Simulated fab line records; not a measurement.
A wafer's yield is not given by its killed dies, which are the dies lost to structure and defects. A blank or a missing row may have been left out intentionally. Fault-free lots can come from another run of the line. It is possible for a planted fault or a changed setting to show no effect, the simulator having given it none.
What tool caused it? || flow sky130 || 72 wafers from 24 lots sampled at 4 of the route's 708 steps

## WHAT THE GAUGES SHOWED, per wafer
SKY_SONOS_ONO_OVL_MEAS_14.
{"lot": "L074", "measured": "day 12 11:08", "on": "overlay-02", "SONOS_ONO_OVL (nm)": "0.9 0.8 0.3"}
{"lot": "L075", "measured": "day 12 19:29", "on": "overlay-02", "SONOS_ONO_OVL (nm)": "-0.4 -0.2 0.2"}
{"lot": "L076", "measured": "day 13 14:04", "on": "overlay-01", "SONOS_ONO_OVL (nm)": "-0.8 0.2 -1.2"}
{"lot": "L077", "measured": "day 14 11:17", "on": "overlay-01", "SONOS_ONO_OVL (nm)": "-1.3 -0.3 -0.4"}
{"lot": "L078", "measured": "day 14 14:03", "on": "overlay-01", "SONOS_ONO_OVL (nm)": "-1.6 -1.5 -1.1"}
{"lot": "L080", "measured": "day 15 01:41", "on": "overlay-02", "SONOS_ONO_OVL (nm)": "-0.4 -0.3 -1.4"}
{"lot": "L079", "measured": "day 15 03:59", "on": "overlay-01", "SONOS_ONO_OVL (nm)": "1.6 0.1 0.1"}
{"lot": "L081", "measured": "day 15 05:20", "on": "overlay-01", "SONOS_ONO_OVL (nm)": "0.4 1.8 0.0"}
{"lot": "L082", "measured": "day 15 11:35", "on": "overlay-02", "SONOS_ONO_OVL (nm)": "0.6 -0.4 1.9"}
{"lot": "L083", "measured": "day 15 21:09", "on": "overlay-02", "SONOS_ONO_OVL (nm)": "1.3 0.8 2.7"}
{"lot": "L085", "measured": "day 16 12:02", "on": "overlay-02", "SONOS_ONO_OVL (nm)": "-0.7 -1.0 -0.6"}
{"lot": "L084", "measured": "day 16 12:20", "on": "overlay-02", "SONOS_ONO_OVL (nm)": "-1.6 -0.6 -0.6"}
{"lot": "L086", "measured": "day 16 21:56", "on": "overlay-01", "SONOS_ONO_OVL (nm)": "1.0 1.2 -0.4"}
{"lot": "L087", "measured": "day 17 00:32", "on": "overlay-02", "SONOS_ONO_OVL (nm)": "-1.6 -2.8 -1.9"}
{"lot": "L088", "measured": "day 17 11:56", "on": "overlay-01", "SONOS_ONO_OVL (nm)": "2.0 1.6 2.5"}
{"lot": "L089", "measured": "day 17 14:32", "on": "overlay-02", "SONOS_ONO_OVL (nm)": "2.1 1.9 3.9"}
{"lot": "L090", "measured": "day 18 04:29", "on": "overlay-02", "SONOS_ONO_OVL (nm)": "0.5 0.5 0.1"}
{"lot": "L091", "measured": "day 18 10:41", "on": "overlay-01", "SONOS_ONO_OVL (nm)": "0.3 2.5 1.1"}
{"lot": "L092", "measured": "day 18 19:23", "on": "overlay-01", "SONOS_ONO_OVL (nm)": "0.8 0.1 0.4"}
{"lot": "L093", "measured": "day 19 00:43", "on": "overlay-02", "SONOS_ONO_OVL (nm)": "0.3 -0.4 -1.4"}
{"lot": "L094", "measured": "day 19 11:09", "on": "overlay-01", "SONOS_ONO_OVL (nm)": "2.1 2.1 0.8"}
{"lot": "L095", "measured": "day 19 17:01", "on": "overlay-01", "SONOS_ONO_OVL (nm)": "-0.4 -0.5 -1.2"}
{"lot": "L096", "measured": "day 20 19:37", "on": "overlay-01", "SONOS_ONO_OVL (nm)": "2.2 1.3 1.6"}
{"lot": "L097", "measured": "day 20 20:32", "on": "overlay-02", "SONOS_ONO_OVL (nm)": "1.8 0.2 -0.3"}

SKY_CONTACT_BOW_MEAS_05.
{"lot": "L074", "measured": "day 30 09:42", "on": "filmMetro-01", "CONTACT_BOW (um)": "88 78 82"}
{"lot": "L075", "measured": "day 30 15:54", "on": "filmMetro-04", "CONTACT_BOW (um)": "89 96 77"}
{"lot": "L076", "measured": "day 31 11:10", "on": "filmMetro-01", "CONTACT_BOW (um)": "92 85 74"}
{"lot": "L077", "measured": "day 32 03:19", "on": "filmMetro-03", "CONTACT_BOW (um)": "86 74 78"}
{"lot": "L078", "measured": "day 32 09:19", "on": "filmMetro-03", "CONTACT_BOW (um)": "92 95 91"}
{"lot": "L080", "measured": "day 32 19:10", "on": "filmMetro-04", "CONTACT_BOW (um)": "78 83 77"}
{"lot": "L079", "measured": "day 32 21:10", "on": "filmMetro-01", "CONTACT_BOW (um)": "77 82 80"}
{"lot": "L081", "measured": "day 33 01:23", "on": "filmMetro-01", "CONTACT_BOW (um)": "92 98 72"}
{"lot": "L082", "measured": "day 33 05:52", "on": "filmMetro-01", "CONTACT_BOW (um)": "92 84 79"}
{"lot": "L083", "measured": "day 33 12:31", "on": "filmMetro-04", "CONTACT_BOW (um)": "83 73 91"}
{"lot": "L085", "measured": "day 34 07:24", "on": "filmMetro-03", "CONTACT_BOW (um)": "79 69 80"}
{"lot": "L084", "measured": "day 34 08:28", "on": "filmMetro-03", "CONTACT_BOW (um)": "81 89 79"}
{"lot": "L086", "measured": "day 34 10:19", "on": "filmMetro-03", "CONTACT_BOW (um)": "87 80 80"}
{"lot": "L087", "measured": "day 34 18:16", "on": "filmMetro-03", "CONTACT_BOW (um)": "84 80 84"}
{"lot": "L088", "measured": "day 35 06:11", "on": "filmMetro-03", "CONTACT_BOW (um)": "86 75 97"}
{"lot": "L089", "measured": "day 35 11:34", "on": "filmMetro-01", "CONTACT_BOW (um)": "85 77 77"}
{"lot": "L090", "measured": "day 35 17:29", "on": "filmMetro-01", "CONTACT_BOW (um)": "90 83 73"}
{"lot": "L091", "measured": "day 35 23:12", "on": "filmMetro-03", "CONTACT_BOW (um)": "86 74 59"}
{"lot": "L092", "measured": "day 36 08:54", "on": "filmMetro-01", "CONTACT_BOW (um)": "66 80 67"}
{"lot": "L093", "measured": "day 36 11:38", "on": "filmMetro-03", "CONTACT_BOW (um)": "79 79 77"}
{"lot": "L094", "measured": "day 36 15:29", "on": "filmMetro-01", "CONTACT_BOW (um)": "79 87 75"}
{"lot": "L095", "measured": "day 37 01:44", "on": "filmMetro-03", "CONTACT_BOW (um)": "81 72 71"}
{"lot": "L096", "measured": "day 38 01:10", "on": "filmMetro-04", "CONTACT_BOW (um)": "77 70 80"}
{"lot": "L097", "measured": "day 38 02:03", "on": "filmMetro-01", "CONTACT_BOW (um)": "73 74 79"}

## TOOL THAT RAN EACH LOT (tool first, then ch and the chambers of the sampled wafers, then the start)
{"lot": "L074", "SKY_SD_N_RTA_14": "rtpAnneal-01 ch 0, day 27 21:57", "SKY_LI_CONTACT_ETCH_15": "rieDiel-02 ch 0,3, day 29 02:58"}
{"lot": "L075", "SKY_SD_N_RTA_14": "rtpAnneal-02 ch 0, day 28 02:59", "SKY_LI_CONTACT_ETCH_15": "rieDiel-02 ch 0,3, day 29 08:25"}
{"lot": "L076", "SKY_SD_N_RTA_14": "rtpAnneal-01 ch 0, day 28 23:44", "SKY_LI_CONTACT_ETCH_15": "rieDiel-02 ch 0,1, day 30 04:38"}
{"lot": "L077", "SKY_SD_N_RTA_14": "rtpAnneal-02 ch 0, day 29 17:32", "SKY_LI_CONTACT_ETCH_15": "rieDiel-02 ch 0,1,3, day 30 22:32"}
{"lot": "L078", "SKY_SD_N_RTA_14": "rtpAnneal-01 ch 0, day 29 22:27", "SKY_LI_CONTACT_ETCH_15": "rieDiel-01 ch 0,1, day 31 02:49"}
{"lot": "L080", "SKY_SD_N_RTA_14": "rtpAnneal-02 ch 0, day 30 09:32", "SKY_LI_CONTACT_ETCH_15": "rieDiel-01 ch 1,2, day 31 13:28"}
{"lot": "L079", "SKY_SD_N_RTA_14": "rtpAnneal-01 ch 0, day 30 11:17", "SKY_LI_CONTACT_ETCH_15": "rieDiel-03 ch 0,2,3, day 31 15:11"}
{"lot": "L081", "SKY_SD_N_RTA_14": "rtpAnneal-02 ch 0, day 30 14:41", "SKY_LI_CONTACT_ETCH_15": "rieDiel-01 ch 0,2, day 31 19:41"}
{"lot": "L082", "SKY_SD_N_RTA_14": "rtpAnneal-01 ch 0, day 30 19:13", "SKY_LI_CONTACT_ETCH_15": "rieDiel-01 ch 0,1, day 31 23:59"}
{"lot": "L083", "SKY_SD_N_RTA_14": "rtpAnneal-02 ch 0, day 31 02:30", "SKY_LI_CONTACT_ETCH_15": "rieDiel-03 ch 0,1,3, day 32 06:53"}
{"lot": "L085", "SKY_SD_N_RTA_14": "rtpAnneal-01 ch 0, day 31 21:29", "SKY_LI_CONTACT_ETCH_15": "rieDiel-01 ch 0,1,3, day 33 01:52"}
{"lot": "L084", "SKY_SD_N_RTA_14": "rtpAnneal-02 ch 0, day 31 22:08", "SKY_LI_CONTACT_ETCH_15": "rieDiel-02 ch 1,3, day 33 02:26"}
{"lot": "L086", "SKY_SD_N_RTA_14": "rtpAnneal-01 ch 0, day 32 01:32", "SKY_LI_CONTACT_ETCH_15": "rieDiel-01 ch 0,2, day 33 05:26"}
{"lot": "L087", "SKY_SD_N_RTA_14": "rtpAnneal-02 ch 0, day 32 09:21", "SKY_LI_CONTACT_ETCH_15": "rieDiel-02 ch 0,3, day 33 13:43"}
{"lot": "L088", "SKY_SD_N_RTA_14": "rtpAnneal-01 ch 0, day 32 19:56", "SKY_LI_CONTACT_ETCH_15": "rieDiel-01 ch 0,1,3, day 33 23:56"}
{"lot": "L089", "SKY_SD_N_RTA_14": "rtpAnneal-02 ch 0, day 33 03:13", "SKY_LI_CONTACT_ETCH_15": "rieDiel-03 ch 0,1,2, day 34 07:08"}
{"lot": "L090", "SKY_SD_N_RTA_14": "rtpAnneal-01 ch 0, day 33 07:04", "SKY_LI_CONTACT_ETCH_15": "rieDiel-02 ch 0,2,3, day 34 11:44"}
{"lot": "L091", "SKY_SD_N_RTA_14": "rtpAnneal-02 ch 0, day 33 14:31", "SKY_LI_CONTACT_ETCH_15": "rieDiel-02 ch 0,2,3, day 34 18:07"}
{"lot": "L092", "SKY_SD_N_RTA_14": "rtpAnneal-01 ch 0, day 33 23:20", "SKY_LI_CONTACT_ETCH_15": "rieDiel-01 ch 1,2,3, day 35 02:58"}
{"lot": "L093", "SKY_SD_N_RTA_14": "rtpAnneal-02 ch 0, day 34 03:27", "SKY_LI_CONTACT_ETCH_15": "rieDiel-03 ch 0,1, day 35 06:32"}
{"lot": "L094", "SKY_SD_N_RTA_14": "rtpAnneal-01 ch 0, day 34 07:09", "SKY_LI_CONTACT_ETCH_15": "rieDiel-01 ch 0,2,3, day 35 10:01"}
{"lot": "L095", "SKY_SD_N_RTA_14": "rtpAnneal-02 ch 0, day 34 16:23", "SKY_LI_CONTACT_ETCH_15": "rieDiel-03 ch 0,3, day 35 20:14"}
{"lot": "L096", "SKY_SD_N_RTA_14": "rtpAnneal-01 ch 0, day 35 15:52", "SKY_LI_CONTACT_ETCH_15": "rieDiel-01 ch 1,2, day 36 19:47"}
{"lot": "L097", "SKY_SD_N_RTA_14": "rtpAnneal-02 ch 0, day 35 16:46", "SKY_LI_CONTACT_ETCH_15": "rieDiel-02 ch 0,2, day 36 21:02"}
- SKY_SD_N_RTA_14: time 2 s.
- SKY_LI_CONTACT_ETCH_15: etches PSG in C4F8/O2/Ar, stops on Si, target depth 600 nm.

## WHAT THE TOOLS THEMSELVES READ (means of the sampled wafers that have a number; where no wafer has one, the mark that the record gives instead)
SKY_SD_N_RTA_14.
{"lot": "L074", "tool": "rtpAnneal-01", "lampPowerPct (%)": 15.73, "rampDownCPerS": 90.003, "wafer_temp_C_max": 1078.4}
{"lot": "L075", "tool": "rtpAnneal-02", "lampPowerPct (%)": 15.73, "rampDownCPerS": 89.999, "wafer_temp_C_max": 1077.3}
{"lot": "L076", "tool": "rtpAnneal-01", "lampPowerPct (%)": 15.80, "rampDownCPerS": 89.986, "wafer_temp_C_max": 1077.0}
{"lot": "L077", "tool": "rtpAnneal-02", "lampPowerPct (%)": 15.70, "rampDownCPerS": 89.995, "wafer_temp_C_max": 1078.2}
{"lot": "L078", "tool": "rtpAnneal-01", "lampPowerPct (%)": 15.73, "rampDownCPerS": 89.985, "wafer_temp_C_max": 1077.1}
{"lot": "L080", "tool": "rtpAnneal-02", "lampPowerPct (%)": 15.81, "rampDownCPerS": 90.006, "wafer_temp_C_max": 1077.7}
{"lot": "L079", "tool": "rtpAnneal-01", "lampPowerPct (%)": 15.78, "rampDownCPerS": 90.003, "wafer_temp_C_max": 1076.9}
{"lot": "L081", "tool": "rtpAnneal-02", "lampPowerPct (%)": 15.78, "rampDownCPerS": 90.004, "wafer_temp_C_max": 1078.8}
{"lot": "L082", "tool": "rtpAnneal-01", "lampPowerPct (%)": 15.70, "rampDownCPerS": 90.006, "wafer_temp_C_max": 1077.3}
{"lot": "L083", "tool": "rtpAnneal-02", "lampPowerPct (%)": 15.75, "rampDownCPerS": 90.009, "wafer_temp_C_max": 1078.0}
{"lot": "L085", "tool": "rtpAnneal-01", "lampPowerPct (%)": 15.75, "rampDownCPerS": 90.006, "wafer_temp_C_max": 1078.3}
{"lot": "L084", "tool": "rtpAnneal-02", "lampPowerPct (%)": 15.77, "rampDownCPerS": 89.999, "wafer_temp_C_max": 1077.4}
{"lot": "L086", "tool": "rtpAnneal-01", "lampPowerPct (%)": 15.74, "rampDownCPerS": 89.995, "wafer_temp_C_max": 1076.2}
{"lot": "L087", "tool": "rtpAnneal-02", "lampPowerPct (%)": 15.69, "rampDownCPerS": 90.000, "wafer_temp_C_max": 1078.5}
{"lot": "L088", "tool": "rtpAnneal-01", "lampPowerPct (%)": 15.75, "rampDownCPerS": 90.007, "wafer_temp_C_max": 1078.7}
{"lot": "L089", "tool": "rtpAnneal-02", "lampPowerPct (%)": 15.75, "rampDownCPerS": 89.998, "wafer_temp_C_max": 1079.7}
{"lot": "L090", "tool": "rtpAnneal-01", "lampPowerPct (%)": 15.78, "rampDownCPerS": 90.008, "wafer_temp_C_max": 1078.0}
{"lot": "L091", "tool": "rtpAnneal-02", "lampPowerPct (%)": 15.76, "rampDownCPerS": 89.987, "wafer_temp_C_max": 1078.5}
{"lot": "L092", "tool": "rtpAnneal-01", "lampPowerPct (%)": 15.71, "rampDownCPerS": 90.002, "wafer_temp_C_max": 1078.4}
{"lot": "L093", "tool": "rtpAnneal-02", "lampPowerPct (%)": 15.71, "rampDownCPerS": 89.997, "wafer_temp_C_max": 1077.4}
{"lot": "L094", "tool": "rtpAnneal-01", "lampPowerPct (%)": 15.72, "rampDownCPerS": 90.009, "wafer_temp_C_max": 1077.1}
{"lot": "L095", "tool": "rtpAnneal-02", "lampPowerPct (%)": 15.79, "rampDownCPerS": 90.003, "wafer_temp_C_max": 1077.8}
{"lot": "L096", "tool": "rtpAnneal-01", "lampPowerPct (%)": 15.65, "rampDownCPerS": 89.996, "wafer_temp_C_max": 1077.8}
{"lot": "L097", "tool": "rtpAnneal-02", "lampPowerPct (%)": 15.71, "rampDownCPerS": 90.003, "wafer_temp_C_max": 1078.8}

SKY_LI_CONTACT_ETCH_15.
{"lot": "L074", "tool": "rieDiel-02", "biasW (W)": 1200, "oesProductAu (a.u.)": 0.837, "rfFwdPowerW (W)": 1492}
{"lot": "L075", "tool": "rieDiel-02", "biasW (W)": 1200, "oesProductAu (a.u.)": 0.834, "rfFwdPowerW (W)": 1494}
{"lot": "L076", "tool": "rieDiel-02", "biasW (W)": 1197, "oesProductAu (a.u.)": 0.834, "rfFwdPowerW (W)": 1489}
{"lot": "L077", "tool": "rieDiel-02", "biasW (W)": 1199, "oesProductAu (a.u.)": 0.842, "rfFwdPowerW (W)": 1496}
{"lot": "L078", "tool": "rieDiel-01", "biasW (W)": 1200, "oesProductAu (a.u.)": 0.837, "rfFwdPowerW (W)": 1495}
{"lot": "L080", "tool": "rieDiel-01", "biasW (W)": 1200, "oesProductAu (a.u.)": 0.836, "rfFwdPowerW (W)": 1498}
{"lot": "L079", "tool": "rieDiel-03", "biasW (W)": 1199, "oesProductAu (a.u.)": 0.835, "rfFwdPowerW (W)": 1497}
{"lot": "L081", "tool": "rieDiel-01", "biasW (W)": 1201, "oesProductAu (a.u.)": 0.840, "rfFwdPowerW (W)": 1491}
{"lot": "L082", "tool": "rieDiel-01", "biasW (W)": 1198, "oesProductAu (a.u.)": 0.839, "rfFwdPowerW (W)": 1494}
{"lot": "L083", "tool": "rieDiel-03", "biasW (W)": 1200, "oesProductAu (a.u.)": 0.841, "rfFwdPowerW (W)": 1496}
{"lot": "L085", "tool": "rieDiel-01", "biasW (W)": 1200, "oesProductAu (a.u.)": 0.836, "rfFwdPowerW (W)": 1489}
{"lot": "L084", "tool": "rieDiel-02", "biasW (W)": 1201, "oesProductAu (a.u.)": 0.834, "rfFwdPowerW (W)": 1488}
{"lot": "L086", "tool": "rieDiel-01", "biasW (W)": 1198, "oesProductAu (a.u.)": 0.835, "rfFwdPowerW (W)": 1496}
{"lot": "L087", "tool": "rieDiel-02", "biasW (W)": 1203, "oesProductAu (a.u.)": 0.840, "rfFwdPowerW (W)": 1494}
{"lot": "L088", "tool": "rieDiel-01", "biasW (W)": 1205, "oesProductAu (a.u.)": 0.832, "rfFwdPowerW (W)": 1492}
{"lot": "L089", "tool": "rieDiel-03", "biasW (W)": 1196, "oesProductAu (a.u.)": 0.839, "rfFwdPowerW (W)": 1493}
{"lot": "L090", "tool": "rieDiel-02", "biasW (W)": 1199, "oesProductAu (a.u.)": 0.841, "rfFwdPowerW (W)": 1493}
{"lot": "L091", "tool": "rieDiel-02", "biasW (W)": 1199, "oesProductAu (a.u.)": 0.839, "rfFwdPowerW (W)": 1499}
{"lot": "L092", "tool": "rieDiel-01", "biasW (W)": 1199, "oesProductAu (a.u.)": 0.835, "rfFwdPowerW (W)": 1492}
{"lot": "L093", "tool": "rieDiel-03", "biasW (W)": 1197, "oesProductAu (a.u.)": 0.838, "rfFwdPowerW (W)": 1496}
{"lot": "L094", "tool": "rieDiel-01", "biasW (W)": 1200, "oesProductAu (a.u.)": 0.838, "rfFwdPowerW (W)": 1488}
{"lot": "L095", "tool": "rieDiel-03", "biasW (W)": 1200, "oesProductAu (a.u.)": 0.837, "rfFwdPowerW (W)": 1491}
{"lot": "L096", "tool": "rieDiel-01", "biasW (W)": 1199, "oesProductAu (a.u.)": 0.832, "rfFwdPowerW (W)": 1499}
{"lot": "L097", "tool": "rieDiel-02", "biasW (W)": 1197, "oesProductAu (a.u.)": 0.836, "rfFwdPowerW (W)": 1494}

## THE ANSWER, worked out from the rows above alone
Rule: the lots themselves supply what counts as usual. The widest of any qualifying gaps counts: lots, ordered by their means at a reading, are off when they make up no more than a third of the lots, leave a main group of 4 or more, and stand apart from it by 3 or more times the standard deviation of that group's means. If all means in a main group match to the digits the tables above print for the reading, that group is not used. Also off: a lot with no number at a reading for which 4 or more lots have one. Where the step has rows for the other lots, those lots are counted as sound. After the gauges, taken in route order, come the tools' own readings; for these a lot's mean is taken, as printed above. At the first step where some lot is off, the reading lying furthest off is the one used; lots without a number count as furthest.
No lot is off at any reading shown: from this, nothing can be told.

## WHAT THE SIMULATOR HAD INSERTED
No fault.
